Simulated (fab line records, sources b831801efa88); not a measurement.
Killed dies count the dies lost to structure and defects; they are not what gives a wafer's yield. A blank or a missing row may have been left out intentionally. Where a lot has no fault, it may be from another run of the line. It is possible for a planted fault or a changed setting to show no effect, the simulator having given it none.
Which tool is to blame? + flow gf180mcu + 13 lots with 39 wafers sampled at 2 steps, on a route of 602 steps

WHAT THE GAUGES SHOWED, per wafer
GF_VT_IMPLANT_TW_MEAS_21.
| lot  | measured     | on           | VT_IMPLANT_2_TW |
|------|--------------|--------------|-----------------|
| L125 | day 6 06:37  | filmMetro-04 | 1210 1206 1203  |
| L127 | day 6 20:26  | filmMetro-04 | 1206 1205 1205  |
| L129 | day 7 08:21  | filmMetro-02 | 1211 1213 1208  |
| L130 | day 7 13:22  | filmMetro-01 | 1203 1211 1199  |
| L139 | day 9 23:17  | filmMetro-01 | 1218 1211 1214  |
| L140 | day 10 05:05 | filmMetro-02 | 1212 1217 1218  |
| L141 | day 10 10:36 | filmMetro-04 | 1203 1209 1210  |
| L143 | day 10 22:39 | filmMetro-04 | 1211 1211 1206  |
| L144 | day 11 06:32 | filmMetro-04 | 1204 1200 1201  |
| L145 | day 11 12:21 | filmMetro-01 | 1194 1194 1187  |
| L146 | day 11 17:49 | filmMetro-04 | 1202 1196 1201  |
| L147 | day 12 00:47 | filmMetro-04 | 1202 1204 1208  |
| L148 | day 12 07:19 | filmMetro-01 | 1203 1204 1213  |

GF_VT_IMPLANT_TW_MEAS_32.
| lot  | measured     | on           | VT_IMPLANT_3_TW   |
|------|--------------|--------------|-------------------|
| L125 | day 6 21:56  | filmMetro-04 | 267.2 265.8 267.9 |
| L127 | day 7 12:27  | filmMetro-01 | 266.5 267.1 265.4 |
| L129 | day 8 00:11  | filmMetro-02 | 269.1 268.1 268.7 |
| L130 | day 8 05:19  | filmMetro-02 | 269.2 269.3 268.2 |
| L139 | day 10 17:22 | filmMetro-02 | 269.2 268.6 270.8 |
| L140 | day 10 23:41 | filmMetro-01 | 266.0 267.6 265.3 |
| L141 | day 11 04:27 | filmMetro-01 | 266.1 265.5 266.0 |
| L143 | day 11 17:33 | filmMetro-01 | 266.2 265.8 265.3 |
| L144 | day 12 01:26 | filmMetro-02 | 268.0 268.2 267.3 |
| L145 | day 12 07:08 | filmMetro-02 | 267.7 268.8 268.6 |
| L146 | day 12 13:25 | filmMetro-01 | 267.5 265.3 266.4 |
| L147 | day 12 20:45 | filmMetro-02 | 268.9 267.9 268.6 |
| L148 | day 13 03:24 | filmMetro-02 | 268.1 267.1 268.6 |

TOOL THAT RAN EACH LOT (tool first, then ch and the chambers of the sampled wafers, then the start)
The record shows no process step preceding these readings.

WHAT THE TOOLS THEMSELVES READ (means of the sampled wafers that have a number; where no wafer has one, the mark that the record gives instead)
The record holds no such reading with a usual standard deviation.

THE ANSWER, worked out from the rows above alone
Rule: the lots themselves supply what counts as usual. The widest of any qualifying gaps counts: lots, ordered by their means at a reading, are off when they make up no more than a third of the lots, leave a main group of 4 or more, and stand apart from it by 3 or more times the standard deviation of that group's means. A main group is skipped when, at the precision printed for the reading in the tables above, its means are all equal. Also off: a lot with no number at a reading for which 4 or more lots have one. The other lots that the step has rows for count as sound. After the gauges, taken in route order, come the tools' own readings; for these a lot's mean is taken, as printed above. The first step at which some lot is off is used, and at that step the reading that is off furthest; a lot without a number counts as furthest.
None of the lots is off at any reading shown; this tells nothing.

WHAT WAS PUT IN BY THE SIMULATOR
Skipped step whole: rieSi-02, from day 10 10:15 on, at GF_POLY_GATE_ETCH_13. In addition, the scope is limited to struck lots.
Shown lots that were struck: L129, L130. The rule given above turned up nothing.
